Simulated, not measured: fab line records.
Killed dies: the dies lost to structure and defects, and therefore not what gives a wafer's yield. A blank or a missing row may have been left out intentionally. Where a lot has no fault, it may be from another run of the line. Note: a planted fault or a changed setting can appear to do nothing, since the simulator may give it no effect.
What tool caused it? + flow gf180mcu + Sampling: 14 lots, 42 wafers, 5 of 602 route steps

## WHAT THE GAUGES SHOWED, per wafer
GF_VT_IMPLANT_TW_MEAS_10. Usual: VT_IMPLANT_TW typically reads 562, with standard deviation 3.9.
| lot  | measured     | on           | VT_IMPLANT_TW | flag |
|------|--------------|--------------|---------------|------|
| L802 | day 5 11:50  | filmMetro-01 | 561 561 562   |      |
| L803 | day 5 18:43  | filmMetro-04 | 566 565 568   |      |
| L805 | day 6 05:19  | filmMetro-03 | 561 562 561   |      |
| L806 | day 6 13:22  | filmMetro-01 | 562 566 563   |      |
| L808 | day 6 23:22  | filmMetro-03 | 558 561 559   |      |
| L809 | day 7 14:41  | filmMetro-01 | 557 557 556   |      |
| L811 | day 7 21:01  | filmMetro-04 | 565 565 564   |      |
| L812 | day 8 16:40  | filmMetro-03 | 563 563 565   |      |
| L813 | day 9 02:27  | filmMetro-03 | 561 563 563   |      |
| L819 | day 10 03:37 | filmMetro-03 | 565 567 568   |      |
| L821 | day 10 19:45 | filmMetro-01 | 562 560 561   |      |
| L823 | day 11 03:40 | filmMetro-03 | 566 568 567   |      |
| L824 | day 11 07:55 | filmMetro-03 | 567 569 567   |      |
| L825 | day 11 12:10 | filmMetro-01 | 554 556 553   |      |

GF_VT_IMPLANT_TW_MEAS_43. Usual: VT_IMPLANT_4_TW typically reads 688, with standard deviation 5.
| lot  | measured     | on           | VT_IMPLANT_4_TW | flag |
|------|--------------|--------------|-----------------|------|
| L802 | day 7 07:55  | filmMetro-04 | 695 691 694     |      |
| L803 | day 7 15:28  | filmMetro-03 | 693 692 687     |      |
| L805 | day 8 03:13  | filmMetro-01 | 686 681 684     |      |
| L806 | day 8 12:07  | filmMetro-04 | 696 697 697     |      |
| L808 | day 9 00:07  | filmMetro-04 | 691 690 691     |      |
| L809 | day 9 17:13  | filmMetro-04 | 688 689 687     |      |
| L811 | day 10 00:07 | filmMetro-03 | 699 692 695     |      |
| L812 | day 10 20:46 | filmMetro-01 | 685 686 689     |      |
| L813 | day 11 08:01 | filmMetro-04 | 690 692 685     |      |
| L819 | day 12 10:04 | filmMetro-01 | 686 683 687     |      |
| L821 | day 13 04:37 | filmMetro-04 | 688 692 692     |      |
| L823 | day 13 13:46 | filmMetro-01 | 685 682 682     |      |
| L824 | day 13 17:19 | filmMetro-01 | 683 680 684     |      |
| L825 | day 13 23:31 | filmMetro-04 | 688 686 685     |      |

GF_POLY_GATE_THK_MEAS_01. Usual: POLY_GATE_CVD_00_THK typically reads 200.3 nm, with standard deviation 1.6.
| lot  | measured     | on           | POLY_GATE_CVD_00_THK (nm) | flag |
|------|--------------|--------------|---------------------------|------|
| L802 | day 8 07:05  | filmMetro-01 | 201.4 202.1 203.3         |      |
| L803 | day 8 14:25  | filmMetro-04 | 199.4 199.5 200.4         |      |
| L805 | day 9 02:24  | filmMetro-04 | 199.9 198.4 201.7         |      |
| L806 | day 9 12:58  | filmMetro-01 | 202.0 201.8 200.4         |      |
| L808 | day 10 03:40 | filmMetro-01 | 201.4 200.7 201.5         |      |
| L809 | day 10 16:34 | filmMetro-02 | 199.7 198.0 199.8         |      |
| L811 | day 11 01:59 | filmMetro-02 | 201.0 199.8 198.7         |      |
| L812 | day 11 20:41 | filmMetro-01 | 199.2 199.2 198.5         |      |
| L813 | day 12 08:27 | filmMetro-01 | 200.5 201.6 200.1         |      |
| L819 | day 13 13:39 | filmMetro-02 | 202.1 200.0 199.7         |      |
| L821 | day 14 09:16 | filmMetro-02 | 199.5 199.8 200.8         |      |
| L823 | day 14 15:41 | filmMetro-04 | 201.3 201.4 202.2         |      |
| L824 | day 14 20:53 | filmMetro-04 | 199.5 199.6 200.8         |      |
| L825 | day 15 02:47 | filmMetro-04 | 200.8 202.6 200.7         |      |

GF_HV_LDD_RS_MEAS_53: uses a four-point probe to measure. Usual: HV_LDD_RS typically reads 418.4 ohm/sq, with standard deviation 0.87.
| lot  | measured     | on           | HV_LDD_RS (ohm/sq) | flag |
|------|--------------|--------------|--------------------|------|
| L802 | day 12 02:56 | filmMetro-02 | 418.5 417.2 419.0  |      |
| L803 | day 12 11:04 | filmMetro-04 | 418.4 419.5 419.6  |      |
| L805 | day 13 03:37 | filmMetro-04 | 418.1 417.3 416.8  |      |
| L806 | day 13 13:37 | filmMetro-04 | 416.8 417.3 417.0  |      |
| L808 | day 14 05:02 | filmMetro-04 | 418.2 417.2 418.8  |      |
| L809 | day 14 22:52 | filmMetro-03 | 418.1 418.1 416.9  |      |
| L811 | day 15 07:41 | filmMetro-03 | 417.7 418.5 418.6  |      |
| L812 | day 16 09:39 | filmMetro-02 | 418.6 418.7 419.2  |      |
| L813 | day 16 20:57 | filmMetro-04 | 417.4 417.1 417.6  |      |
| L819 | day 18 07:20 | filmMetro-02 | - - -              | OFF  |
| L821 | day 19 04:22 | filmMetro-04 | - - -              | OFF  |
| L823 | day 19 12:54 | filmMetro-04 | 418.1 418.1 419.4  |      |
| L824 | day 19 18:44 | filmMetro-04 | 418.7 419.1 419.1  |      |
| L825 | day 20 01:56 | filmMetro-04 | 419.5 419.8 419.2  |      |

## WHAT TOOL EACH LOT RAN ON (gives the tool, then ch and the chambers of the sampled wafers, and finally the start)
| lot  | GF_HV_LDD_IMPLANT_36            |
|------|---------------------------------|
| L802 | implanter-01 ch 0, day 11 07:56 |
| L803 | implanter-01 ch 0, day 11 15:37 |
| L805 | implanter-03 ch 0, day 12 07:13 |
| L806 | implanter-01 ch 0, day 12 17:11 |
| L808 | implanter-01 ch 0, day 13 08:40 |
| L809 | implanter-01 ch 0, day 14 01:22 |
| L811 | implanter-01 ch 0, day 14 10:53 |
| L812 | implanter-03 ch 0, day 15 10:53 |
| L813 | implanter-03 ch 0, day 15 21:59 |
| L819 | implanter-01 ch 0, day 17 07:08 |
| L821 | implanter-01 ch 0, day 18 04:19 |
| L823 | implanter-02 ch 0, day 18 11:50 |
| L824 | implanter-03 ch 0, day 18 17:09 |
| L825 | implanter-03 ch 0, day 19 01:25 |
- GF_HV_LDD_IMPLANT_36

## WHAT THE TOOLS THEMSELVES READ (means of the sampled wafers that have a number; where no wafer has one, the mark that the record gives instead)
GF_HV_LDD_IMPLANT_36. Usual: tiltDeg 29.998 degrees, standard deviation 0.02.
| lot  | tool         | tiltDeg (degrees) | flag |
|------|--------------|-------------------|------|
| L802 | implanter-01 | 29.989            |      |
| L803 | implanter-01 | 29.980            |      |
| L805 | implanter-03 | 29.994            |      |
| L806 | implanter-01 | 29.989            |      |
| L808 | implanter-01 | 29.991            |      |
| L809 | implanter-01 | 30.001            |      |
| L811 | implanter-01 | 29.995            |      |
| L812 | implanter-03 | 29.984            |      |
| L813 | implanter-03 | 30.019            |      |
| L819 | implanter-01 | 31.485            | OFF  |
| L821 | implanter-01 | 31.516            | OFF  |
| L823 | implanter-02 | 30.008            |      |
| L824 | implanter-03 | 30.003            |      |
| L825 | implanter-03 | 29.999            |      |

## THE ANSWER, worked out from the rows above alone
Rule: a lot counts as off when the mean over its wafers that have a number is more than 3 standard deviations away from the usual mean. A lot without any number at a reading at which 4 lots or more have one is off too. The other lots that the step has rows for count as sound. Order of review: gauges by route order, followed by the tools' own readings, for which a lot's mean as printed above is used. The first step at which some lot is off is used, and at that step the reading that is off furthest; a lot without a number counts as furthest.
Off: at GF_HV_LDD_RS_MEAS_53 (HV_LDD_RS), L819, L821. Without a number there: L819, L821.
If a tool, at a process step before that reading, ran all the lots that are off and no sound lot after the first of them, it fits. Not tried: the gauges at GF_HV_LDD_RS_MEAS_53; whatever is off there is also off at GF_HV_LDD_IMPLANT_36, on other tools, and gauge error can't account for it. One fits: implanter-01 at GF_HV_LDD_IMPLANT_36. Its last sound lot is L811 (day 14 10:53), its first lot that is off L819 (day 17 07:08): a fault that began between those two fits.
The tool's own readings at GF_HV_LDD_IMPLANT_36 bear it out: on the lots that are off they differ by more than 5 times the standard deviation of the sound lots' means. tiltDeg reads 31.500 degrees there against 29.996 degrees on the sound lots.

## WHAT THE SIMULATOR HAD INSERTED
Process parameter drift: implanter-01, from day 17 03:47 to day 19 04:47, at GF_HV_LDD_IMPLANT_36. Setting tiltDeg, moved by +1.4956, from 30. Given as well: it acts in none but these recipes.
Struck lots among those shown: L819, L821. The same result came from the rule above.
